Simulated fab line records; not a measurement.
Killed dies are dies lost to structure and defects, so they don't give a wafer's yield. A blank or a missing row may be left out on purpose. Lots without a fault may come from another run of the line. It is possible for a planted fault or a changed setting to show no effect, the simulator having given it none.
Chamber matching ; flow gf180mcu ; GF_V1_CMP_04 on cmp-01 has 4 sister chambers
The step polishes SiO2. 4 wafers are shown with their chamber, then 12 later ones without.

## WAFERS, EACH WITH ITS CHAMBER
wafer;chamber;motor current A (A)
L082.3;1;13.7
L089.6;2;11.3
L091.5;3;11.0
L091.6;0;14.1

## WAFERS MISSING THEIR CHAMBER
wafer;motor current A (A)
L092.1;14.3
L092.2;11.5
L092.5;13.4
L093.3;13.4
L093.4;11.2
L093.6;13.3
L094.3;13.2
L094.4;11.1
L094.5;12.4
L095.2;11.2
L095.3;14.1
L095.4;10.8

## WHICH CHAMBER EACH ONE RAN IN
wafer;from the rows above;in truth
L092.1;can't be placed: 0 or 1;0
L092.2;can't be placed: 2 or 3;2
L092.5;can't be placed: 1 or 0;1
L093.3;can't be placed: 1 or 0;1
L093.4;can't be placed: 2 or 3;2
L093.6;can't be placed: 1 or 0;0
L094.3;can't be placed: 1 or 0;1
L094.4;can't be placed: 3 or 2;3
L094.5;can't be placed: 2 or 1 or 3 or 0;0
L095.2;can't be placed: 2 or 3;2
L095.3;can't be placed: 0 or 1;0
L095.4;can't be placed: 3 or 2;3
Correctly placed: 0 of 12. Unplaceable from these rows: 12, with the true chamber sitting among the candidates in 12. Placed wrongly: 0.
How it was worked out, from the rows above alone: a wafer's distance from a chamber is the root of the sum, over the readings, of the square of ((its reading less the chamber's mean) divided by the reading's scatter). If the next closest chamber is less than 2 further off than the closest, the wafer can't be placed; otherwise it belongs to the closest. Each chamber's mean is taken over the wafers shown for it. The scatter: with one shown wafer a chamber, the root of the mean of the squares of how far each hidden wafer lies from its nearest shown one.
